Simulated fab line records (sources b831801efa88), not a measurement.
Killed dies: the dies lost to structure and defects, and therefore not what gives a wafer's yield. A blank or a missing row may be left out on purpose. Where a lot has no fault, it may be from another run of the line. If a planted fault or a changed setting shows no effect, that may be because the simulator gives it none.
Which tool was responsible? | flow gf180mcu | 11 lots, 33 wafers sampled, at 4 steps of a route of 602

## WHAT THE GAUGES READ, wafer by wafer
GF_V3_THK_MEAS_03.
lot  | measured     | on            | V3_CVD_02_THK (nm)
L410 | day 22 02:49 | film_metro-03 | 850 855 866
L411 | day 22 15:10 | film_metro-01 | 848 861 870
L412 | day 23 01:37 | film_metro-03 | 857 864 840
L413 | day 23 07:39 | film_metro-03 | 326 866 864
L415 | day 24 00:50 | film_metro-03 | 850 350 857
L424 | day 26 23:59 | film_metro-03 | 841 853 857
L425 | day 27 03:36 | film_metro-02 | 848 851 862
L426 | day 27 10:33 | film_metro-02 | 859 864 864
L427 | day 27 15:37 | film_metro-02 | 825 823 836
L429 | day 28 11:25 | film_metro-01 | 833 858 853
L431 | day 28 19:19 | film_metro-03 | 847 855 861

## WHICH TOOL RAN EACH LOT (tool, then ch and the chambers of the sampled wafers, then the start)
lot  | GF_V2_CMP_04                  | GF_M3_SPUTTER_00             | GF_V3_CVD_02
L410 | cmp-02 ch 1,2,3, day 20 00:18 | pvd_sputter-02, day 21 02:43 | pecvd-01 ch 0,1,2, day 22 02:44
L411 | cmp-01 ch 0,1,3, day 20 12:32 | pvd_sputter-01, day 21 14:57 | pecvd-01 ch 0,2, day 22 15:05
L412 | cmp-02 ch 0,1,2, day 20 23:44 | pvd_sputter-02, day 22 01:28 | pecvd-01 ch 0,1,2, day 23 01:32
L413 | cmp-01 ch 1,2, day 21 06:49   | pvd_sputter-01, day 22 07:32 | pecvd-01 ch 0,1,2, day 23 07:34
L415 | cmp-01 ch 1,2,3, day 22 00:08 | pvd_sputter-01, day 23 00:54 | pecvd-01 ch 0,1,2, day 24 00:46
L424 | cmp-02 ch 0,2, day 25 01:52   | pvd_sputter-01, day 26 01:34 | pecvd-01 ch 0,1, day 26 23:55
L425 | cmp-01 ch 0,3, day 25 06:51   | pvd_sputter-03, day 26 05:57 | pecvd-01 ch 0,2, day 27 03:31
L426 | cmp-01 ch 0,1,3, day 25 13:09 | pvd_sputter-02, day 26 12:29 | pecvd-01 ch 0,1,2, day 27 10:29
L427 | cmp-02 ch 0,1,3, day 25 19:43 | pvd_sputter-02, day 26 17:44 | pecvd-04 ch 0,1,2, day 27 15:32
L429 | cmp-02 ch 2,3, day 26 15:47   | pvd_sputter-02, day 27 14:39 | pecvd-02 ch 0,1,2, day 28 11:21
L431 | cmp-02 ch 0,1,3, day 27 01:01 | pvd_sputter-03, day 27 22:14 | pecvd-01 ch 1,2, day 28 19:14
- GF_V2_CMP_04: polishes SiO2.
- GF_M3_SPUTTER_00: material Ti, target thk 37.5 nm, time 150 s.
- GF_V3_CVD_02: deposits SiO2 from TEOS, target thk 850 nm, time 94.851 s.

## WHAT THE TOOLS THEMSELVES READ (means of the sampled wafers that have a number; where no wafer has one, the mark that the record gives instead)
GF_V2_CMP_04.
lot  | tool   | motor_current_A (A) | retaining_ring_pressure_frac | time_to_endpoint_s (s)
L410 | cmp-02 | 12.2                | 1.000                        | 78
L411 | cmp-01 | 11.9                | 0.995                        | 86
L412 | cmp-02 | 13.2                | 1.004                        | 81
L413 | cmp-01 | 12.5                | 0.998                        | 83
L415 | cmp-01 | 12.2                | 1.002                        | 84
L424 | cmp-02 | 14.3                | 1.000                        | 75
L425 | cmp-01 | 11.1                | 1.008                        | 83
L426 | cmp-01 | 11.5                | 0.996                        | 89
L427 | cmp-02 | 12.5                | 1.003                        | 79
L429 | cmp-02 | 12.9                | 0.997                        | 79
L431 | cmp-02 | 12.1                | 0.999                        | 74

GF_M3_SPUTTER_00.
lot  | tool           | substrate_temp_c (C) | throttle_valve_pct (%)
L410 | pvd_sputter-02 | 199.96               | 29.5
L411 | pvd_sputter-01 | 200.21               | 29.1
L412 | pvd_sputter-02 | 199.96               | 29.3
L413 | pvd_sputter-01 | 199.99               | 29.7
L415 | pvd_sputter-01 | 199.90               | 29.2
L424 | pvd_sputter-01 | 199.86               | 29.9
L425 | pvd_sputter-03 | 199.95               | 31.3
L426 | pvd_sputter-02 | 200.09               | 29.0
L427 | pvd_sputter-02 | 199.94               | 29.5
L429 | pvd_sputter-02 | 200.06               | 29.2
L431 | pvd_sputter-03 | 200.01               | 30.6

GF_V3_CVD_02.
lot  | tool     | heater_power_w (W) | run_length_s (s)
L410 | pecvd-01 | 614                | 123.0
L411 | pecvd-01 | 737                | 123.5
L412 | pecvd-01 | 620                | 123.0
L413 | pecvd-01 | 606                | 104.1
L415 | pecvd-01 | 620                | 104.0
L424 | pecvd-01 | 578                | 123.2
L425 | pecvd-01 | 661                | 123.0
L426 | pecvd-01 | 608                | 123.1
L427 | pecvd-04 | 710                | 122.9
L429 | pecvd-02 | 656                | 123.0
L431 | pecvd-01 | 597                | 123.1

## THE ANSWER, worked out from the rows above alone
Rule: the usual values come from the lots themselves. Put in order of their means at a reading, lots are off if they are a third of the lots or fewer, leave a main group of 4 or more, and stand apart from it by a gap of 3 or more times the standard deviation of the main group's means; of several such gaps the widest counts. The tables above print the reading to a certain number of digits; a main group whose means all agree to those digits is not used. Also off: a lot with no number at a reading for which 4 or more lots have one. All remaining lots with rows at the step are treated as sound. The gauges are gone through in route order, then the tools' own readings, and for those a lot's mean is taken as printed above. The first step at which some lot is off is used, and at that step the reading that is off furthest; a lot without a number counts as furthest.
Off: at GF_V3_THK_MEAS_03 (V3_CVD_02_THK), L413, L415. Mean 852 nm and standard deviation 9.4 in the main group.
If a tool, at a process step before that reading, ran all the lots that are off and no sound lot after the first of them, it fits. The gauges at GF_V3_THK_MEAS_03 aren't tried: what is off there is off at GF_V3_CVD_02 too, on other tools, and a gauge's error can't cause that. Of those tried, none fits.

## WHAT WAS PUT IN BY THE SIMULATOR
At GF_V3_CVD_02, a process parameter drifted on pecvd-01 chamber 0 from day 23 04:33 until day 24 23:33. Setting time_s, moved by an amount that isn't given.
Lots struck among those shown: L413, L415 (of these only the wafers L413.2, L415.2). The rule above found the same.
